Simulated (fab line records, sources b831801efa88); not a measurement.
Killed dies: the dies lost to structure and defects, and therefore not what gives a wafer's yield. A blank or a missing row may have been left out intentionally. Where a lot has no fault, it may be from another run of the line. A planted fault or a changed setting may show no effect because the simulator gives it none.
Split-lot experiment || flow sfqLine || on a route of 325 steps: 5 lots, 12 wafers read

SPLIT DETAILS
At SFQ_TRILAYER_M6_LITHO_COAT_164 (resist thk 62 nm), the setting resistThkNm was moved away from the recipe's 62 nm on 4 of the 12 wafers read, by -4.2% to +1.8%. For the rest of the wafers, this setting stayed at what the recipe calls for.

FROM THE SPLIT TO THE READING: what the file shows between them, 3 steps
- SFQ_TRILAYER_M6_LITHO_EXPOSE_160: exposes mask M6, target cd 500 nm (also split here: doseMj)
- SFQ_TRILAYER_M6_LITHO_PEB_162: peb time 60 s
- SFQ_TRILAYER_M6_LITHO_DEVELOP_161: time 60 s

THE READING
etch.depthNm (the simulator's own value, which no gauge read), in nm, at SFQ_TRILAYER_M6_BARC_OPEN_METAL_ETCH_206 (etches BARC in O2, target depth 125 nm, time 41.7 s). The file gives no usual value for it. Across the 8 wafers here that went through the recipe, the average is 61.95 nm and the standard deviation 0.19 nm.

{"wafer": "L075.3", "tool, chamber at the split": "lithoTrack-03, 0", "resistThkNm as run, nm": 62, "against the recipe": "recipe", "etch.depthNm, nm": 61.71, "against lot-mates on the recipe": "-"}
{"wafer": "L077.1", "tool, chamber at the split": "lithoTrack-01, 0", "resistThkNm as run, nm": 62, "against the recipe": "recipe", "etch.depthNm, nm": 62.13, "against lot-mates on the recipe": "-"}
{"wafer": "L077.4", "tool, chamber at the split": "lithoTrack-01, 0", "resistThkNm as run, nm": 62, "against the recipe": "recipe", "etch.depthNm, nm": 62.1, "against lot-mates on the recipe": "-"}
{"wafer": "L077.6", "tool, chamber at the split": "lithoTrack-01, 0", "resistThkNm as run, nm": 62, "against the recipe": "recipe", "etch.depthNm, nm": 62.18, "against lot-mates on the recipe": "-"}
{"wafer": "L080.4", "tool, chamber at the split": "lithoTrack-03, 0", "resistThkNm as run, nm": 62, "against the recipe": "recipe", "etch.depthNm, nm": 62.09, "against lot-mates on the recipe": "-"}
{"wafer": "L081.2", "tool, chamber at the split": "lithoTrack-02, 0", "resistThkNm as run, nm": 59.42, "against the recipe": "-4.2%", "etch.depthNm, nm": 59.31, "against lot-mates on the recipe": -2.58}
{"wafer": "L081.3", "tool, chamber at the split": "lithoTrack-02, 0", "resistThkNm as run, nm": 59.42, "against the recipe": "-4.2%", "etch.depthNm, nm": 59.45, "against lot-mates on the recipe": -2.44}
{"wafer": "L081.4", "tool, chamber at the split": "lithoTrack-02, 0", "resistThkNm as run, nm": 62, "against the recipe": "recipe", "etch.depthNm, nm": 61.84, "against lot-mates on the recipe": "-"}
{"wafer": "L081.5", "tool, chamber at the split": "lithoTrack-02, 0", "resistThkNm as run, nm": 62, "against the recipe": "recipe", "etch.depthNm, nm": 61.94, "against lot-mates on the recipe": "-"}
{"wafer": "L081.6", "tool, chamber at the split": "lithoTrack-02, 0", "resistThkNm as run, nm": 59.42, "against the recipe": "-4.2%", "etch.depthNm, nm": 59.15, "against lot-mates on the recipe": -2.74}
{"wafer": "L083.1", "tool, chamber at the split": "lithoTrack-01, 0", "resistThkNm as run, nm": 62, "against the recipe": "recipe", "etch.depthNm, nm": 61.64, "against lot-mates on the recipe": "-"}
{"wafer": "L083.4", "tool, chamber at the split": "lithoTrack-01, 0", "resistThkNm as run, nm": 63.12, "against the recipe": "+1.8%", "etch.depthNm, nm": 62.83, "against lot-mates on the recipe": "+1.19"}

FIT RESULTS
A straight line over all 12 wafers: etch.depthNm changes by +0.621 nm for each +1% of resistThkNm; r = +0.99; the points scatter about the line by 0.2 nm.
The same after taking each lot's own level away (the mean of its wafers on the recipe; 12 wafers): +0.626 nm for each +1%; r = +1.00; scatter 0.075 nm.
According to that fit, moving resistThkNm by its largest amount changes the reading by 2.6 nm.
Across the lots, their own levels run from 61.640 to 62.137 nm, a range of 2.6 times the standard deviation given above.
The two slopes agree, so the slope changes little with the lot-to-lot level.
Check: for one of the wafers moved furthest among these (-4.2%), held out of the fit, the line's prediction against its lot-mates is -2.6 nm. Against them it came out at -2.58 nm.

ADDITIONAL SPLITS CARRIED BY THESE WAFERS
Before the reading, these wafers also passed through other splits. Each is held against what the fit with the lots' levels taken away leaves over:
{"other split on the same wafers": "SFQ_TRILAYER_M5_BARC_OPEN_METAL_ETCH_161 pressureMtorr", "wafers away from the commonest value": 7, "r with etch.depthNm (lot level and that fit taken away)": -0.01}
{"other split on the same wafers": "SFQ_TRILAYER_R5_LITHO_COAT_141 resistThkNm", "wafers away from the commonest value": 4, "r with etch.depthNm (lot level and that fit taken away)": -0.26}
{"other split on the same wafers": "SFQ_TRILAYER_R5_BARC_OPEN_METAL_ETCH_177 timeS", "wafers away from the commonest value": 3, "r with etch.depthNm (lot level and that fit taken away)": "+0.38"}
{"other split on the same wafers": "SFQ_TRILAYER_I5_BARC_OPEN_VIA_ETCH_200 timeS", "wafers away from the commonest value": 4, "r with etch.depthNm (lot level and that fit taken away)": -0.02}
{"other split on the same wafers": "SFQ_TRILAYER_C5_BARC_OPEN_VIA_ETCH_210 timeS", "wafers away from the commonest value": 1, "r with etch.depthNm (lot level and that fit taken away)": -0.04}
{"other split on the same wafers": "SFQ_TRILAYER_M6_LITHO_EXPOSE_160 doseMj", "wafers away from the commonest value": 5, "r with etch.depthNm (lot level and that fit taken away)": "+0.67"}

THE WHOLE CHAIN: every reading that the file lists as answering this split, in the file's order
{"step": "SFQ_TRILAYER_M6_LITHO_COAT_164", "what it does": "resist thk 62 nm", "reading": "BARC_of_TRILAYER_M6_LITHO_COAT_164.thkNm (the simulator's own value, which no gauge read)", "change (the file's fit)": "+0.613 nm for each +1% of the setting", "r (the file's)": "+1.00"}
{"step": "SFQ_TRILAYER_M6_BARC_OPEN_METAL_ETCH_206", "what it does": "etches BARC in O2, target depth 125 nm, time 41.7 s", "reading": "etch.depthNm (the simulator's own value, which no gauge read)", "change (the file's fit)": "+0.624 nm for each +1% of the setting", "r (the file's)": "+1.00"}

THE FILE'S OWN FIT
etch.depthNm changes by +0.624 nm for each +1% of resistThkNm, r = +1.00.
